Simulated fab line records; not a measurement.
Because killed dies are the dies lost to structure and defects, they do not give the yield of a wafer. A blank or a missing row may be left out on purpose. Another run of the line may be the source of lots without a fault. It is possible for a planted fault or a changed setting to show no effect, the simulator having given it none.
2 desks looking at one fault :: flow sky130 :: each desk has only its own numbers; what lay behind them comes last

== FROM THE METROLOGY DESK ==
What the gauges read for every lot (on any tool): the sampled wafers with a number, averaged. If a lot's mean is further than 4 standard deviations from the usual mean, the lot is out of limits and carries the mark OUT (the distance appears in the brackets).
Columns: A = LDD_P_OVL at SKY_LDD_P_OVL_MEAS_08, usual 2.4 nm; B = LDD_P_TW at SKY_LDD_P_TW_MEAS_11, usual 639; C = LDD_HVN_OVL at SKY_LDD_HVN_OVL_MEAS_07, usual 1.2 nm
lot: L405
first seen here: day 20 22:03
A: 4.3
B: 641
C: 0.9

lot: L409
first seen here: day 23 10:28
A: 2.3
B: 638
C: 0.7

lot: L413
first seen here: day 23 16:25
A: 3.5
B: 642
C: -1.1

lot: L414
first seen here: day 24 17:14
A: 1.7
B: 639
C: 2.8

lot: L418
first seen here: day 25 09:23
A: 3.2
B: 640
C: 4.0

lot: L421
first seen here: day 26 08:20
A: 2.0
B: 637
C: 0.4

lot: L423
first seen here: day 27 02:56
A: -0.5
B: 633
C: 0.8
Result from this desk: across the 7 lots, nothing is out of limits.

== DESK OF THE TOOL OWNER: implanter-03 ==
The tool's own readings at SKY_LDD_HVN_IMPLANT_08: means of the sampled wafers that have a number, for each lot that ran on this tool. If a lot's mean is further than 4 standard deviations from the usual mean, the lot is out of limits and carries the mark OUT (the distance appears in the brackets).
Columns: A = beamOnS at SKY_LDD_HVN_IMPLANT_08, usual 9.99 s; B = endStationPressureTorr at SKY_LDD_HVN_IMPLANT_08, usual 5.14e-06 Torr; C = faradayCurrentUA at SKY_LDD_HVN_IMPLANT_08, usual 169; D = tiltDeg at SKY_LDD_HVN_IMPLANT_08, usual 39.999 degrees
lot: L409
first seen here: day 24 16:06
A: 10.16
B: 4.99e-06
C: 166
D: 40.007

lot: L413
first seen here: day 24 22:48
A: 10.51
B: 5.14e-06
C: 161
D: 40.020

lot: L414
first seen here: day 25 22:22
A: 10.54
B: 5.49e-06
C: 161
D: 39.972

lot: L418
first seen here: day 26 13:09
A: 10.43
B: 5.35e-06
C: 162
D: 40.002
Result from this desk: across the 4 lots, nothing is out of limits.

== ALL TOGETHER ==
From the metrology desk's view, nothing was out of limits.
The desk of the tool owner found nothing out of limits.

== WHAT THE SIMULATOR PUT IN ==
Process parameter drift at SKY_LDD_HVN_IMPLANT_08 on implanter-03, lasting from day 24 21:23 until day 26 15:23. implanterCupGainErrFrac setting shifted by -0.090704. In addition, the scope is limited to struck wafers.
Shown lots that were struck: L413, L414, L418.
